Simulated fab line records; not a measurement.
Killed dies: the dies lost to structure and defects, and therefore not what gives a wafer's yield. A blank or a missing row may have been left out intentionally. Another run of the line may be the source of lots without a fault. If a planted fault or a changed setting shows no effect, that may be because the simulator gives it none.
Which of the tools did it? + flow gf180mcu + 6 lots with 18 wafers sampled at 2 steps, on a route of 602 steps

## WHAT THE GAUGES SHOWED, per wafer
GF_MVPSD_TW_MEAS_11.
| lot  | measured     | on           | MVPSD_TW                |
|------|--------------|--------------|-------------------------|
| L653 | day 5 07:09  | filmMetro-03 | 557 559 560             |
| L657 | day 6 05:55  | filmMetro-01 | 552 550 549             |
| L659 | day 6 17:41  | filmMetro-04 | 546 547 546             |
| L668 | day 8 20:25  | filmMetro-01 | 600 602 606 604 602 603 |
| L670 | day 9 14:08  | filmMetro-04 | 549 552 552             |
| L673 | day 10 19:28 | filmMetro-03 | 560 562 561             |

## EACH LOT AND THE TOOL THAT RAN IT (in order: tool; ch and the chambers of the sampled wafers; start)
| lot  | GF_MVPSD_IMPLANT_08             |
|------|---------------------------------|
| L653 | implanter-04 ch 0, day 5 06:46  |
| L657 | implanter-02 ch 0, day 6 05:32  |
| L659 | implanter-03 ch 0, day 6 17:17  |
| L668 | implanter-03 ch 0, day 8 20:01  |
| L670 | implanter-02 ch 0, day 9 13:47  |
| L673 | implanter-04 ch 0, day 10 19:04 |
- GF_MVPSD_IMPLANT_08

## THE ANSWER, worked out from the rows above alone
Rule: what is usual is taken from the lots themselves. Put in order of their means at a reading, lots are off if they are a third of the lots or fewer, leave a main group of 4 or more, and stand apart from it by a gap of 3 or more times the standard deviation of the main group's means; of several such gaps the widest counts. The tables above print the reading to a certain number of digits; a main group whose means all agree to those digits is not used. Also off: a lot with no number at a reading for which 4 or more lots have one. Where the step has rows for the other lots, those lots are counted as sound.
Off: L668, at GF_MVPSD_TW_MEAS_11 (MVPSD_TW). The main group: mean 553, standard deviation 5.5.
If a tool, at a process step before that reading, ran all the lots that are off and no sound lot after the first of them, it fits. The gauges at GF_MVPSD_TW_MEAS_11 are tried like those tools. Can't be told from this: 2 tools fit, implanter-03 at GF_MVPSD_IMPLANT_08, filmMetro-01 at GF_MVPSD_TW_MEAS_11.

## WHAT THE SIMULATOR HAD INSERTED
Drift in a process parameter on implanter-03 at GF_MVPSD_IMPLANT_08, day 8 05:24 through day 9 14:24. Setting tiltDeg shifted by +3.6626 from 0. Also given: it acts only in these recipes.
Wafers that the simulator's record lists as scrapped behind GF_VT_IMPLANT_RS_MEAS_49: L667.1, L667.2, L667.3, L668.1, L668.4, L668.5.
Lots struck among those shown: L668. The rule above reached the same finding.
